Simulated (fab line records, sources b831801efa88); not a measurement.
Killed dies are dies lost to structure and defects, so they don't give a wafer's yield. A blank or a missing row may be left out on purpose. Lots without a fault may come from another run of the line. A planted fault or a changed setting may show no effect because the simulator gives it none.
fab line records | flow sky130
record lots=5 wafers=23
route steps=708 shown CAPM@545 VIA3@573 CAP2M@616 METAL4@624 VIA4@641
start_h: hours from the record's first day to the start of the lot's first wafer shown | wait_h: hours since the lot's step before | " the same as in the row above | L1.1+2: a row that stands for several wafers | - no value, or no start given | * or withheld: withheld | < > ~ a bound
route shown NAME@n: a module of which the file shows steps, and the number in the route of the first | usual: mean/standard deviation of fault-free wafers | same: alike in all rows | chamber/n: place in a boat | sites: the reading at each site | _std_site: their standard deviation | _edge_site: outer sites' mean less inner sites' | radius_mm: how far each site lies from the wafer's centre | mask NAME#n: copy n | behind: the tool/chamber that last shaped the wafer | hold: why the lot was held/for how many hours/how that ended | device: the transistor (n, p or np) that didn't switch | end of line: the same wafers' tests at the end of the route | a step without rows: its recipe alone | killed: dies lost to structure and defects at the first sort, not the wafer's yield | map: a wafer's dies, x killed, . not, _ none there
set.NAME: the setting as run; set.NAME@STEP: as run at that earlier step | model.NAME: the simulator's own value behind a step, which no gauge read
lots whose settings were changed on purpose; a table a step, a row a wafer
## steps
# step SKY_CAPM_SOFTBAKE_08
# recipe temp_c=90 time_s=60 resist=NOVOLAK
# columns lot.wafer tool chamber start_h wait_h set.temp_c
L077.1+5 litho_track-03 0 893.89 0.1 90
L077.2+3+4 " 0 " " 91.54
L074.1+2+5 litho_track-03 0 894.49 0.1 91.29
L074.3+6 " 0 " " 90
L079.2+4+6 litho_track-03 0 901.41 0.1 87.45
L079.3+5 " 0 " " 90
L080.1+2+4 litho_track-04 0 906.08 0.1 90
L080.3+5 " 0 " " 92.85
L082.4+5+6 litho_track-04 0 917.45 0.1 90
# step SKY_CAPM_EXPOSE_09
# recipe mask_id=CAPM na=0.6 source_shape=conventional sigma_outer=0.6 polarization=unpolarized target_cd_nm=1000 dose_mj=159
# step SKY_CAPM_PEB_10
# recipe temp_c=withheld time_s=* resist=NOVOLAK
# step SKY_CAPM_DEVELOP_11
# recipe resist=NOVOLAK developer=TMAH develop_time_s=60 dev_temp_c=23
# columns lot.wafer tool chamber start_h wait_h set.temp_c@CAPM_SOFTBAKE_08 model.NOVOLAK_of_CAPM_COAT_07.thk_nm
L077.1+5 litho_track-02 0 906.61 0.1 90 1136
L077.2 " 0 " " 91.54 1130
L077.3 " 0 " " 91.54 1134
L077.4 " 0 " " 91.54 1133
L074.1 litho_track-02 0 906.91 0.1 91.29 1138
L074.2 " 0 " " 91.29 1136
L074.3 " 0 " " 90 1143
L074.5 " 0 " " 91.29 1137
L074.6 " 0 " " 90 1140
L079.2+4 litho_track-02 0 913.14 0.1 87.45 1148
L079.3+5 " 0 " " 90 1140
L079.6 " 0 " " 87.45 1147
L080.1 litho_track-02 0 917.76 0.1 90 1140
L080.2 " 0 " " 90 1142
L080.3 " 0 " " 92.85 1128
L080.4 " 0 " " 90 1137
L080.5 " 0 " " 92.85 1130
L082.4+6 litho_track-04 0 929.90 0.1 90 1137
L082.5 " 0 " " 90 1140
# step SKY_CAPM_METAL_ETCH_13
# recipe target_depth_nm=220 stop_on=SiO2 chemistry=Cl2/BCl3 target=TiN pressure_mtorr=10 icp_w=900 bias_w=48.5 Cl2_flow_sccm=60 bcl3_flow_sccm=30 time_s=62.9
# columns lot.wafer tool chamber start_h wait_h set.temp_c@CAPM_SOFTBAKE_08 model.NOVOLAK_of_CAPM_COAT_07.thk_nm
L077.1 rie_metal-03 0 906.80 0.0 90 987.7
L077.2 " 1 " " 91.54 983.1
L077.3 " 0 " " 91.54 985
L077.4 " 1 " " 91.54 985.9
L077.5 " 1 " " 90 989.4
L074.1 rie_metal-04 1 907.10 0.0 91.29 988.9
L074.2 " 0 " " 91.29 992.9
L074.3 " 1 " " 90 994.5
L074.5 " 0 " " 91.29 991.3
L074.6 " 1 " " 90 992.1
L079.2+4 rie_metal-04 0 913.30 0.0 87.45 1006
L079.3 " 1 " " 90 995.3
L079.5 " 1 " " 90 994.4
L079.6 " 0 " " 87.45 1004
L080.1 rie_metal-04 0 917.95 0.0 90 997.9
L080.2 " 1 " " 90 995.9
L080.3 " 1 " " 92.85 982.1
L080.4 " 0 " " 90 994.8
L080.5 " 1 " " 92.85 982.6
L082.4 rie_metal-01 1 930.04 0.0 90 990.6
L082.5 " 1 " " 90 994.3
L082.6 " 0 " " 90 988.4
# step SKY_CAPM_STRIP_14
# recipe chemistry=O2/N2 power_w=1400 pressure_mtorr=1500 platen_temp_c=withheld o2_flow_sccm=3000 n2_flow_sccm=300 overash_fraction=0.5
# usual strip_time_to_endpoint_s=12.65/0.037
# columns lot.wafer tool chamber start_h wait_h set.temp_c@CAPM_SOFTBAKE_08 strip_time_to_endpoint_s
L077.1 plasma_asher-03 0 906.87 0.1 90 12.59
L077.2 " 1 " " 91.54 12.53
L077.3 " 1 " " 91.54 12.55
L077.4 " 0 " " 91.54 12.56
L077.5 " 0 " " 90 12.62
L074.1 plasma_asher-04 1 907.17 0.1 91.29 12.60
L074.2 " 0 " " 91.29 12.64
L074.3 " 0 " " 90 12.67
L074.5 " 1 " " 91.29 12.61
L074.6 " 0 " " 90 12.64
L079.2 plasma_asher-04 0 913.37 0.1 87.45 12.80
L079.3 " 1 " " 90 12.67
L079.4 " 0 " " 87.45 12.81
L079.5 " 1 " " 90 12.67
L079.6 " 0 " " 87.45 12.78
L080.1 plasma_asher-03 1 918.02 0.1 90 12.72
L080.2 " 0 " " 90 12.68
L080.3 " 0 " " 92.85 12.52
L080.4 " 1 " " 90 12.68
L080.5 " 0 " " 92.85 12.53
L082.4 plasma_asher-04 0 930.12 0.1 90 12.62
L082.5 " 1 " " 90 12.66
L082.6 " 0 " " 90 12.61
# step SKY_VIA3_HDPCVD_00
# recipe material=SiO2 target_thk_nm=1635 sigma_open_frac=0.3 time_s=272.5 temp_c=400 sih4_flow_sccm=60 pressure_mtorr=6
# columns lot.wafer tool chamber start_h wait_h set.sih4_flow_sccm model.SiO2_of_VIA3_HDPCVD_00.thk_nm
L077.1 hdpcvd-02 2 933.99 0.0 63.87 1764
L077.2 " 1 " " 60 1651
L077.3 " 0 " " 60 1638
L077.4 " 2 " " 63.87 1755
L077.5 " 0 " " 63.87 1740
L074.1 hdpcvd-01 2 934.11 0.0 60 1621
L074.2 " 1 " " 60 1620
L074.3 " 0 " " 60 1655
L074.5 " 2 " " 60 1623
L074.6 " 0 " " 60 1666
L079.2 hdpcvd-01 2 940.03 0.0 67.16 1825
L079.3 " 0 " " 60 1673
L079.4 " 0 " " 67.16 1863
L079.5 " 2 " " 67.16 1834
L079.6 " 1 " " 60 1645
L080.1 hdpcvd-02 2 944.84 0.0 60 1609
L080.2 " 0 " " 60 1630
L080.3 " 1 " " 60 1640
L080.4 " 1 " " 60 1623
L080.5 " 0 " " 60 1632
L082.4 hdpcvd-01 0 955.69 0.1 60 1650
L082.5 " 2 " " 60 1648
L082.6 " 1 " " 60 1633
# step SKY_VIA3_THK_MEAS_01
# recipe reads=SiO2_of_VIA3_HDPCVD_00
# usual VIA3_HDPCVD_THK=1636/17
# columns lot.wafer tool chamber start_h wait_h set.sih4_flow_sccm@VIA3_HDPCVD_00 VIA3_HDPCVD_THK[nm]
L077.1 film_metro-03 - 934.16 0.1 63.87 1765
L077.2 " - " " 60 1652
L077.3 " - " " 60 1637
L077.4 " - " " 63.87 1755
L077.5 " - " " 63.87 1742
L074.1 film_metro-04 - 934.28 0.1 60 1621
L074.2 " - " " 60 1621
L074.3 " - " " 60 1655
L074.5 " - " " 60 1623
L074.6 " - " " 60 1665
L079.2 film_metro-04 - 940.21 0.1 67.16 1825
L079.3 " - " " 60 1672
L079.4 " - " " 67.16 1864
L079.5 " - " " 67.16 1836
L079.6 " - " " 60 1644
L080.1 film_metro-02 - 945.01 0.1 60 1610
L080.2 " - " " 60 1630
L080.3 " - " " 60 1641
L080.4 " - " " 60 1624
L080.5 " - " " 60 1632
L082.4 film_metro-03 - 955.81 0.0 60 1649
L082.5 " - " " 60 1648
L082.6 " - " " 60 1634
# step SKY_VIA3_SPUTTER_20
# recipe material=TiN target_thk_nm=20 chamber_pressure_pa=5 power_w=4000 time_s=80
# columns lot.wafer tool chamber start_h wait_h set.time_s model.TiN_of_VIA3_SPUTTER_20.thk_nm
L074.1 pvd_sputter-02 - 959.67 0.0 86.42 22.01
L074.2 " - " " 80 20.43
L074.3 " - " " 80 20.93
L074.5 " - " " 86.42 22.32
L074.6 " - " " 80 20.36
L077.1 pvd_sputter-04 - 959.81 0.0 69.2 17.13
L077.2 " - " " 80 19.56
L077.3 " - " " 69.2 17.19
L077.4 " - " " 80 19.8
L077.5 " - " " 69.2 16.88
L079.2 pvd_sputter-04 - 965.49 0.0 80 19.65
L079.3 " - " " 80 19.85
L079.4 " - " " 88.03 22
L079.5 " - " " 88.03 21.56
L079.6 " - " " 80 19.67
L080.1 pvd_sputter-01 - 970.05 0.0 91.98 23.07
L080.2 " - " " 91.98 23.03
L080.3 " - " " 91.98 23.22
L080.4 " - " " 80 19.8
L080.5 " - " " 80 20.14
L082.4 pvd_sputter-01 - 980.67 0.0 80 20.14
L082.5 " - " " 80 19.6
L082.6 " - " " 80 20
# step SKY_CAP2M_METAL_ETCH_13
# recipe target_depth_nm=220 stop_on=SiO2 chemistry=Cl2/BCl3 target=TiN pressure_mtorr=10 icp_w=900 bias_w=48.5 Cl2_flow_sccm=60 bcl3_flow_sccm=30 time_s=62.9
# columns lot.wafer tool chamber start_h wait_h set.icp_w model.NOVOLAK_of_CAP2M_COAT_07.thk_nm
L074.1 rie_metal-04 1 984.17 0.0 900 997.9
L074.2 " 0 " " 900 1004
L074.3 " 0 " " 900 1000
L074.5 " 0 " " 861.3 1005
L074.6 " 1 " " 861.3 1003
L077.1 rie_metal-03 0 984.47 0.0 811.9 1012
L077.2 " 1 " " 811.9 1010
L077.3 " 0 " " 900 997.1
L077.4 " 1 " " 900 992.9
L077.5 " 1 " " 811.9 1005
L079.2 rie_metal-03 0 990.22 0.0 900 995.9
L079.3 " 1 " " 900 993.8
L079.4 " 0 " " 847.1 1004
L079.5 " 0 " " 847.1 1003
L079.6 " 1 " " 847.1 1002
L080.1 rie_metal-04 0 994.40 0.0 900 998.5
L080.2 " 1 " " 900 1000
L080.3 " 0 " " 996.3 989.2
L080.4 " 1 " " 996.3 984.7
L080.5 " 0 " " 996.3 989.4
L082.4 rie_metal-02 1 1004.79 0.0 900 999.9
L082.5 " 1 " " 900 997
L082.6 " 0 " " 900 999.4
# step SKY_CAP2M_STRIP_14
# recipe chemistry=O2/N2 power_w=1400 pressure_mtorr=1500 platen_temp_c=withheld o2_flow_sccm=3000 n2_flow_sccm=300 overash_fraction=0.5
# usual strip_time_to_endpoint_s=12.69/0.042
# columns lot.wafer tool chamber start_h wait_h set.icp_w@CAP2M_METAL_ETCH_13 strip_time_to_endpoint_s
L074.1 plasma_asher-01 1 984.24 0.1 900 12.72
L074.2 " 0 " " 900 12.79
L074.3 " 0 " " 900 12.74
L074.5 " 1 " " 861.3 12.79
L074.6 " 0 " " 861.3 12.76
L077.1 plasma_asher-03 1 984.54 0.1 811.9 12.82
L077.2 " 0 " " 811.9 12.78
L077.3 " 0 " " 900 12.68
L077.4 " 1 " " 900 12.65
L077.5 " 1 " " 811.9 12.78
L079.2 plasma_asher-04 0 990.30 0.1 900 12.68
L079.3 " 0 " " 900 12.67
L079.4 " 1 " " 847.1 12.79
L079.5 " 1 " " 847.1 12.76
L079.6 " 0 " " 847.1 12.75
L080.1 plasma_asher-01 1 994.47 0.1 900 12.70
L080.2 " 0 " " 900 12.74
L080.3 " 1 " " 996.3 12.62
L080.4 " 0 " " 996.3 12.56
L080.5 " 1 " " 996.3 12.60
L082.4 plasma_asher-03 1 1004.88 0.1 900 12.75
L082.5 " 1 " " 900 12.69
L082.6 " 0 " " 900 12.71
# step SKY_METAL4_COAT_08
# recipe resist=KrF-thick spin_rpm=3000 resist_thk_nm=1140
# columns lot.wafer tool chamber start_h wait_h set.spin_rpm model.KrF-thick_of_METAL4_COAT_08.thk_nm
L074.1+6 litho_track-04 0 - - 3000 1137
L074.2 " 0 " " 3000 1140
L074.3 " 0 " " 3063 1128
L074.5 " 0 " " 3063 1125
L077.1 litho_track-03 0 - - 3000 1145
L077.2 " 0 " " 3221 1108
L077.3 " 0 " " 3000 1146
L077.4+5 " 0 " " 3221 1104
L079.2+3+5 litho_track-03 0 - - 3000 1140
L079.4 " 0 " " 2778 1182
L079.6 " 0 " " 2778 1183
L080.1+3 litho_track-02 0 - - 3000 1141
L080.2 " 0 " " 3000 1138
L080.4 " 0 " " 3000 1139
L080.5 " 0 " " 3000 1142
L082.4+5 litho_track-04 0 - - 3000 1135
L082.6 " 0 " " 3000 1141
# step SKY_METAL4_ETCH_16
# recipe chemistry=N2/H2 target=BARC ion_energy_ev=200 bias_w=100 pressure_mtorr=30 n2_flow_sccm=100 h2_flow_sccm=200 icp_w=500 stop_on=SiO2 time_s=88.2 target_depth_a=600
# columns lot.wafer tool chamber start_h wait_h set.time_s
L074.1+3 rie_metal-02 1 1008.15 0.0 82.9
L074.2+5+6 " 0,1,0 " " 88.2
L077.1+4 rie_metal-01 1,0 1009.02 0.0 88.2
L077.2+3+5 " 0,1,0 " " 98.47
L079.2+4+5 rie_metal-03 0,1,0 1013.92 0.0 88.2
L079.3+6 " 0,1 " " 93.6
L080.1+3 rie_metal-03 0 1019.45 0.0 88.2
L080.2+4+5 " 1 " " 96.34
L082.4+5+6 rie_metal-02 1,0,1 1029.21 0.0 88.2
# step SKY_METAL4_ETCH_17
# recipe target=SiO2 stop_on=TiN chemistry=C4F8/O2/Ar source_w=1500 bias_w=1200 pressure_mtorr=40 c4f8_flow_sccm=withheld O2_flow_sccm=6 Ar_flow_sccm=300 time_s=3.723 target_depth_a=150
# step SKY_METAL4_METAL_ETCH_18
# recipe target_depth_a=8450 stop_on=SiO2 over_etch_frac=0.3 time_s=183.1 chemistry=Cl2/BCl3 resist_sidewall_deg=88 pressure_mtorr=10 icp_w=900 bias_w=48.5 Cl2_flow_sccm=60 bcl3_flow_sccm=30
# columns lot.wafer tool chamber start_h wait_h set.spin_rpm@METAL4_COAT_08 model.KrF-thick_of_METAL4_COAT_08.thk_nm
L074.1 rie_metal-03 1 1008.27 0.0 3000 525.4
L074.2 " 0 " " 3000 542.7
L074.3 " 0 " " 3063 535.6
L074.5 " 1 " " 3063 510.6
L074.6 " 0 " " 3000 541.3
L077.1 rie_metal-02 0 1009.13 0.0 3000 536.3
L077.2 " 1 " " 3221 492.8
L077.3 " 1 " " 3000 535.9
L077.4 " 0 " " 3221 487.4
L077.5 " 1 " " 3221 490.8
L079.2 rie_metal-01 1 1014.04 0.0 3000 518
L079.3 " 1 " " 3000 514.9
L079.4 " 0 " " 2778 554.7
L079.5 " 1 " " 3000 513.3
L079.6 " 0 " " 2778 553
L080.1 rie_metal-01 1 1019.57 0.0 3000 517.3
L080.2 " 0 " " 3000 510.6
L080.3 " 0 " " 3000 517.6
L080.4 " 1 " " 3000 507.1
L080.5 " 1 " " 3000 513
L082.4 rie_metal-03 0 1029.35 0.1 3000 530.5
L082.5 " 0 " " 3000 527.6
L082.6 " 1 " " 3000 519.8
# step SKY_METAL4_STRIP_19
# recipe chemistry=O2/N2 power_w=1400 pressure_mtorr=1500 platen_temp_c=withheld o2_flow_sccm=3000 n2_flow_sccm=300 overash_fraction=0.5
# usual strip_time_to_endpoint_s=6.50/0.1
# columns lot.wafer tool chamber start_h wait_h set.spin_rpm@METAL4_COAT_08 strip_time_to_endpoint_s
L074.1 plasma_asher-02 1 1008.44 0.1 3000 6.52
L074.2 " 0 " " 3000 6.71
L074.3 " 1 " " 3063 6.61
L074.5 " 0 " " 3063 6.36
L074.6 " 1 " " 3000 6.69
L077.1 plasma_asher-04 0 1009.31 0.1 3000 6.63
L077.2 " 1 " " 3221 6.20
L077.3 " 1 " " 3000 6.64
L077.4 " 0 " " 3221 6.15
L077.5 " 0 " " 3221 6.20
L079.2 plasma_asher-02 1 1014.22 0.1 3000 6.47
L079.3 " 1 " " 3000 6.42
L079.4 " 0 " " 2778 6.83
L079.5 " 1 " " 3000 6.39
L079.6 " 0 " " 2778 6.80
L080.1 plasma_asher-04 0 1019.74 0.1 3000 6.43
L080.2 " 1 " " 3000 6.39
L080.3 " 1 " " 3000 6.44
L080.4 " 0 " " 3000 6.33
L080.5 " 0 " " 3000 6.40
L082.4 plasma_asher-04 0 1029.50 0.1 3000 6.56
L082.5 " 0 " " 3000 6.56
L082.6 " 1 " " 3000 6.45
# step SKY_VIA4_CMP_02
# recipe material=SiO2 down_force_psi=4 platen_rpm=60 pad_velocity_m_s=0.94248
# columns lot.wafer tool chamber start_h wait_h set.leave_above_ref_nm model.SiO2_of_VIA4_HDPCVD_00.thk_nm
L074.2 cmp-01 2 1009.27 0.0 580 580.4
L074.1 " 3 " " 580 579.7
L074.3 " 1 " " 580 580.1
L074.6 " 2 " " 580 579.5
L074.5 " 3 " " 580 579.1
L077.2 cmp-01 2 1010.14 0.0 580 581.4
L077.4+1 " 3,1 " " 580 -
L077.3 " 0 " " 593.4 -
L077.5 " 3 " " 593.4 593
L079.4 cmp-01 1 1015.05 0.0 540.3 540.4
L079.3+5 " 2 " " 540.3 -
L079.2 " 3 " " 580 578.6
L079.6 " 1 " " 580 580.6
L080.2+3 cmp-01 2,1 1020.58 0.0 580 -
L080.4 " 3 " " 580 578.9
L080.1 " 0 " " 567.6 565.4
L080.5 " 3 " " 567.6 -
L082.4 cmp-01 0 1030.55 0.2 580 579.9
L082.5 " 1 " " 580 582
L082.6 " 2 " " 580 581.4
# step SKY_VIA4_SOFTBAKE_07
# recipe temp_c=90 time_s=60 resist=NOVOLAK
# columns lot.wafer tool chamber start_h wait_h set.temp_c model.NOVOLAK_of_VIA4_COAT_06.thk_nm
L074.1+6 litho_track-02 0 1020.61 0.1 90 1142
L074.2+5 " 0 " " 90 1143
L074.3 " 0 " " 90 1138
L077.1 litho_track-04 0 1021.03 0.1 92.43 1132
L077.2 " 0 " " 92.43 1131
L077.3 " 0 " " 92.43 1130
L077.4 " 0 " " 90 1142
L077.5 " 0 " " 90 1141
L079.2 litho_track-01 0 1026.66 0.1 90 1137
L079.3 " 0 " " 90 1140
L079.4 " 0 " " 90 1141
L079.5 " 0 " " 93.73 1128
L079.6 " 0 " " 93.73 1130
L080.1 litho_track-02 0 1032.41 0.1 90 1140
L080.2 " 0 " " 90 1137
L080.3 " 0 " " 90 1138
L080.4 " 0 " " 90 1142
L080.5 " 0 " " 90 1136
L082.4+6 litho_track-04 0 1041.25 0.1 90 1137
L082.5 " 0 " " 90 1135
# step SKY_VIA4_EXPOSE_08
# recipe mask_id=VIM4 na=0.6 source_shape=conventional sigma_outer=0.6 polarization=unpolarized target_cd_nm=800 dose_mj=132
# step SKY_VIA4_PEB_09
# recipe temp_c=withheld time_s=* resist=NOVOLAK
# step SKY_VIA4_DEVELOP_10
# recipe resist=NOVOLAK developer=TMAH develop_time_s=60 dev_temp_c=23.69
# step SKY_VIA4_ETCH_12
# recipe target=SiO2 chemistry=C4F8/O2/Ar stop_on=TiN mask_material=NOVOLAK source_w=1500 bias_w=1200 pressure_mtorr=40 c4f8_flow_sccm=withheld O2_flow_sccm=6 Ar_flow_sccm=300 time_s=withheld target_depth_a=5800
# usual oes_product_au=0.926/0.0054
# columns lot.wafer tool chamber start_h wait_h set.leave_above_ref_nm@VIA4_CMP_02 oes_product_au model.VIA4.feature_depth_nm
L074.1 rie_diel-01 2 1032.72 0.0 580 0.931 579.7
L074.2 " 0 " " 580 0.924 580.4
L074.3 " 1 " " 580 0.927 580.1
L074.5 " 1 " " 580 0.922 579.1
L074.6 " 0 " " 580 0.927 579.5
L077.1 rie_diel-02 3 1033.02 0.0 580 0.923 580.5
L077.2 " 0 " " 580 0.920 581.4
L077.3 " 1 " " 593.4 0.941 591.7
L077.4 " 2 " " 580 0.931 579.3
L077.5 " 1 " " 593.4 0.940 593
L079.2 rie_diel-02 2 1037.55 0.0 580 0.938 578.6
L079.3 " 3 " " 540.3 0.897 540.5
L079.4 " 2 " " 540.3 0.882 540.4
L079.5 " 3 " " 540.3 0.882 540
L079.6 " 1 " " 580 0.929 580.6
L080.1 rie_diel-02 2 1042.31 0.0 567.6 0.907 565.4
L080.2 " 1 " " 580 0.930 580.4
L080.3 " 0 " " 580 0.924 580.3
L080.4 " 3 " " 580 0.924 578.9
L080.5 " 0 " " 567.6 0.910 565.9
L082.4 rie_diel-01 1 1051.65 0.0 580 0.926 579.9
L082.5 " 3 " " 580 0.925 582
L082.6 " 2 " " 580 0.925 581.4
## key
split step=SKY_CAPM_SOFTBAKE_08 setting=temp_c stated=90 by=wafer
response step=SKY_CAPM_DEVELOP_11 reading=model.NOVOLAK_of_CAPM_COAT_07.thk_nm change=-2.96 per=1% r=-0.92
response step=SKY_CAPM_METAL_ETCH_13 reading=model.NOVOLAK_of_CAPM_COAT_07.thk_nm change=-3.64 per=1% r=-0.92
response step=SKY_CAPM_STRIP_14 reading=strip_time_to_endpoint_s change=* per=1% r=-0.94
split step=SKY_VIA3_HDPCVD_00 setting=sih4_flow_sccm stated=60 by=wafer
response step=SKY_VIA3_HDPCVD_00 reading=model.SiO2_of_VIA3_HDPCVD_00.thk_nm change=+15.6 per=1% r=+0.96
response step=SKY_VIA3_THK_MEAS_01 reading=VIA3_HDPCVD_THK change=+15.7 per=1% r=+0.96
split step=SKY_VIA3_SPUTTER_20 setting=time_s stated=80 by=wafer
response step=SKY_VIA3_SPUTTER_20 reading=model.TiN_of_VIA3_SPUTTER_20.thk_nm change=+0.202 per=1% r=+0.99
split step=SKY_CAP2M_METAL_ETCH_13 setting=icp_w stated=900 by=wafer
response step=SKY_CAP2M_METAL_ETCH_13 reading=model.NOVOLAK_of_CAP2M_COAT_07.thk_nm change=-1.24 per=1% r=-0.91
response step=SKY_CAP2M_STRIP_14 reading=strip_time_to_endpoint_s change=* per=1% r=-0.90
split step=SKY_METAL4_COAT_08 setting=spin_rpm stated=3000 by=wafer
response step=SKY_METAL4_COAT_08 reading=model.KrF-thick_of_METAL4_COAT_08.thk_nm change=-5.6 per=1% r=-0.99
response step=SKY_METAL4_METAL_ETCH_18 reading=model.KrF-thick_of_METAL4_COAT_08.thk_nm change=-5.73 per=1% r=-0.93
response step=SKY_METAL4_STRIP_19 reading=strip_time_to_endpoint_s change=* per=1% r=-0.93
split step=SKY_METAL4_ETCH_16 setting=time_s stated=88.2 by=wafer
response none clear
split step=SKY_VIA4_CMP_02 setting=leave_above_ref_nm stated=580 by=wafer
response step=SKY_VIA4_CMP_02 reading=model.SiO2_of_VIA4_HDPCVD_00.thk_nm change=+5.71 per=1% r=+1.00
response step=SKY_VIA4_ETCH_12 reading=oes_product_au change=+0.00692 per=1% r=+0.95
response step=SKY_VIA4_ETCH_12 reading=model.VIA4.feature_depth_nm change=+5.76 per=1% r=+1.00
split step=SKY_VIA4_SOFTBAKE_07 setting=temp_c stated=90 by=wafer
response step=SKY_VIA4_SOFTBAKE_07 reading=model.NOVOLAK_of_VIA4_COAT_06.thk_nm change=-2.98 per=1% r=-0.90
